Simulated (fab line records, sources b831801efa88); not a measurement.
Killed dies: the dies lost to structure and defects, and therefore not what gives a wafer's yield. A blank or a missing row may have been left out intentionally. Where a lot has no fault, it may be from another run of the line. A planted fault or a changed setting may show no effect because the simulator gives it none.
8D (eight disciplines) problem report, filled in by code | flow sfq line | the parts of the form that need people (team, actions taken, sign-off) are left out

## 1. THE ISSUE
Mean of rf fwd power W at SFQ_TRILAYER_I4_DEP_PECVD_099: 152.8 W across 3 wafers in 2 lots; on wafers with no fault it is 182.2 W (standard deviation 0.62). That puts it -47 standard deviations away from the usual mean.
The step: deposits SiO2 from SiH4/N2O, time 111.11 s, target thk 500 nm.
The first sign was on wafer L376.2 at day 52 12:46, on pecvd-02. The record holds 42 wafers of 14 lots with a number at this step. Rule for "out", or "out of limits": more than 4 standard deviations from the usual mean. All remaining wafers that have a number are taken as sound.

## 2. WHAT IT IS, WHAT IT ISN'T
question                    | is                     | is not
which readings at this step | rf fwd power W         | heater power w, throttle valve pct
which lots                  | L376, L378             | L364, L365, L368, L369, L375, L379, L381, L383, L384, L385, L386, L387
which wafers of those lots  | L376.2, L376.4, L378.3 | L376.1, L378.2, L378.4
read on which tools         | pecvd-02               | pecvd-03, pecvd-04
when                        | from day 52 12:46      | up to then (16 sound wafers); but 23 sound wafers of L378, L379, L381, L383, L384, L385, L386, L387 came after

## 3. THE SUSPECTS, EACH WITH WHAT RULES IT OUT
Counting: if a tool at a process step up to the reading ran every lot that is out, it stays a suspect. Sound lots after the first of them don't rule it out here, since some wafers of a struck lot are sound.
- rie metal-01 at SFQ_TRILAYER_M4_ETCH_METAL_ETCH_096 (etches Nb in Cl2/Ar, stops on SiO2, target depth 240 nm, time 120 s): kept. It ran every lot that is out, first L376 (day 52 11:51).
- pecvd-02 at SFQ_TRILAYER_I4_DEP_PECVD_099 (deposits SiO2 from SiH4/N2O, time 111.11 s, target thk 500 nm): kept. Ran every lot that is out, first one L376 (day 52 12:46); last sound lot up to then L368 (day 44 08:56). Its own rf fwd power W readings are out on those wafers.
- The sound lot-mates ran in chamber 2 of pecvd-02 at SFQ_TRILAYER_I4_DEP_PECVD_099, but the wafers that are out ran in chamber 0.
After counting, rie metal-01 at SFQ_TRILAYER_M4_ETCH_METAL_ETCH_096 and pecvd-02 at SFQ_TRILAYER_I4_DEP_PECVD_099 remain.

## 4. THE CAUSE (what the simulator had put in)
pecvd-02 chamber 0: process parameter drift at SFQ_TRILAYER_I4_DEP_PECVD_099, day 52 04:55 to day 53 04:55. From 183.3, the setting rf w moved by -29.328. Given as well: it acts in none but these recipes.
After counting, 2 suspects remain, this tool included.

## 5. THE EFFECT CHAIN, in route order
Each row: a reading where the mean over the struck wafers with a number is more than 3 standard deviations away from the usual. Only readings whose record carries a usual standard deviation are examined. hours: median over the lots of the time between each lot's start at the first step of this table that gives one and its start at this step. sigmas: the change, counted in usual standard deviations.
hours | step                          | reading            | usual   | on struck wafers | change | sigmas
0     | SFQ_TRILAYER_I4_DEP_PECVD_099 | rf fwd power W     | 182.2 W | 152.8            | -29.4  | -47
2     | SFQ_TRILAYER_I4_CMP_CMP_100   | time to endpoint s | 211 s   | 186              | -25    | -3.6
Process steps it contains:
- SFQ_TRILAYER_I4_DEP_PECVD_099: deposits SiO2 from SiH4/N2O, time 111.11 s, target thk 500 nm.
- SFQ_TRILAYER_I4_CMP_CMP_100: polishes SiO2.

## 6. HOW IT WOULD HAVE BEEN CAUGHT EARLIER
In this record the first reading out of limits was taken at day 52 12:46, 8 hours after the fault began at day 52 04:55.
